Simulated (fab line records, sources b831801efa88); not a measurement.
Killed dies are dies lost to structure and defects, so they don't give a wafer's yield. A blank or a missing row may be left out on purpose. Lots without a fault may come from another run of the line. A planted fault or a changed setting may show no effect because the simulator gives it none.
Which tool did it? | flow gf180mcu | 24 lots, 72 wafers sampled, at 1 step of a route of 602

WHAT THE GAUGES READ, wafer by wafer
GF_LVPWELL_OVL_MEAS_07. Usual: LVPWELL_OVL -0.2 nm, standard deviation 1.2.
lot  | measured    | on         | LVPWELL_OVL (nm) | flag
L074 | day 3 22:31 | overlay-02 | -3.7 -0.7 -0.7   |
L075 | day 4 01:59 | overlay-02 | 1.5 1.1 0.2      |
L076 | day 4 07:32 | overlay-02 | -0.4 -0.1 0.3    |
L077 | day 4 13:44 | overlay-02 | -0.2 -0.9 -0.9   |
L078 | day 4 18:49 | overlay-01 | -0.5 -0.6 -2.4   |
L079 | day 4 23:47 | overlay-01 | -1.6 0.1 -0.1    |
L080 | day 5 05:55 | overlay-01 | 0.0 0.1 -0.5     |
L081 | day 5 12:08 | overlay-01 | 1.0 -0.3 2.3     |
L082 | day 5 18:32 | overlay-02 | 0.2 1.6 0.5      |
L083 | day 5 22:50 | overlay-01 | 0.0 -1.3 -0.7    |
L084 | day 6 05:53 | overlay-02 | -0.7 -1.7 0.9    |
L085 | day 6 11:12 | overlay-02 | -0.7 -0.9 -0.4   |
L086 | day 6 16:04 | overlay-02 | -1.1 0.5 -2.8    |
L087 | day 6 20:26 | overlay-02 | 0.2 1.1 0.4      |
L088 | day 7 03:50 | overlay-02 | 1.0 0.9 -1.7     |
L089 | day 7 08:29 | overlay-02 | 0.8 -0.3 -1.5    |
L090 | day 7 14:44 | overlay-02 | 0.1 -2.8 0.9     |
L091 | day 7 18:35 | overlay-01 | 0.1 -0.2 0.6     |
L092 | day 8 05:08 | overlay-01 | -1.9 -0.6 -0.3   |
L093 | day 8 10:17 | overlay-02 | -1.6 -1.4 -0.2   |
L094 | day 8 13:36 | overlay-01 | 0.7 0.6 -0.5     |
L095 | day 8 20:59 | overlay-02 | 0.9 0.2 1.0      |
L096 | day 9 03:26 | overlay-01 | -1.1 1.5 0.9     |
L097 | day 9 08:08 | overlay-02 | 0.5 -0.2 0.9     |

WHICH TOOL RAN EACH LOT (tool, then ch and the chambers of the sampled wafers, then the start)
The record holds no process step before these readings.

WHAT THE TOOLS THEMSELVES READ (means of the sampled wafers that have a number; where no wafer has one, the mark that the record gives instead)
The record holds no such reading with a usual standard deviation.

THE ANSWER, worked out from the rows above alone
Rule: a lot is off if the mean of its wafers that have a number lies more than 3 standard deviations from the usual mean. A lot without any number at a reading at which 4 lots or more have one is off too. The other lots that the step has rows for count as sound. The gauges are gone through in route order, then the tools' own readings, and for those a lot's mean is taken as printed above. The first step at which some lot is off is used, and at that step the reading that is off furthest; a lot without a number counts as furthest.
No lot is off at any reading shown: from this, nothing can be told.

WHAT THE SIMULATOR HAD PUT IN
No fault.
